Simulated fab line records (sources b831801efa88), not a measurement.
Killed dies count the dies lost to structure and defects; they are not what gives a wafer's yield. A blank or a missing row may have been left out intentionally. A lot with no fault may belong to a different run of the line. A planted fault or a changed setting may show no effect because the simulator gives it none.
The same fault as seen by 2 desks | flow sfqLine | only its own numbers are on each desk; what lay behind them is given at the end

== TOOL OWNER'S DESK, rieMetal-03 ==
The tool's own readings at SFQ_TRILAYER_L0_ETCH_METAL_ETCH_008 (etches MoNx KI in SF6/O2, stops on SiO2, target depth 50 nm, time 25 s): means of the sampled wafers that have a number, for each lot that ran on this tool. A lot is out of limits, marked OUT, if its mean lies more than 4 standard deviations from the usual mean; the brackets give that distance.
Columns: A = drypumpMotorCurrentA at SFQ_TRILAYER_L0_ETCH_METAL_ETCH_008, usual 5.4 A; B = oesProductAu at SFQ_TRILAYER_L0_ETCH_METAL_ETCH_008, usual 0.873 a.u.
lot  | first seen here | A   | B
L857 | day 3 19:14     | 5.4 | 0.875
L874 | day 7 10:17     | 5.4 | 0.877
L875 | day 7 16:17     | 5.4 | 0.875
This desk found nothing out of limits on any of the 3 lots.

== FROM THE METROLOGY DESK ==
What the gauges read, lot by lot, whatever tool the lot ran on: means of the sampled wafers that have a number. A lot is out of limits, marked OUT, if its mean lies more than 4 standard deviations from the usual mean; the brackets give that distance.
Columns: A = INCOMING_BOW at SFQ_INCOMING_BOW_MEAS_900, usual 0 um; B = L0_MONX_KI_RS at SFQ_L0_RS_MEAS_901, usual 43.6 ohm/sq; C = L0_MONX_KI_THK at SFQ_L0_THK_MEAS_902, usual 39.6 nm
lot  | first seen here | A  | B    | C
L857 | day 1 15:02     | 2  | 43.8 | 39.6
L863 | day 2 21:02     | -4 | 43.0 | 39.9
L874 | day 5 04:00     | -5 | 43.4 | 40.0
L875 | day 5 09:00     | -4 | 43.8 | 39.4
L877 | day 5 19:00     | -1 | 43.5 | 39.7
L878 | day 6 00:00     | 3  | 44.0 | 39.1
This desk found nothing out of limits on any of the 6 lots.

== ALL TOGETHER ==
Nothing out of limits was seen by the tool owner's desk.
The metrology desk saw nothing out of limits.

== WHAT WAS PUT IN BY THE SIMULATOR ==
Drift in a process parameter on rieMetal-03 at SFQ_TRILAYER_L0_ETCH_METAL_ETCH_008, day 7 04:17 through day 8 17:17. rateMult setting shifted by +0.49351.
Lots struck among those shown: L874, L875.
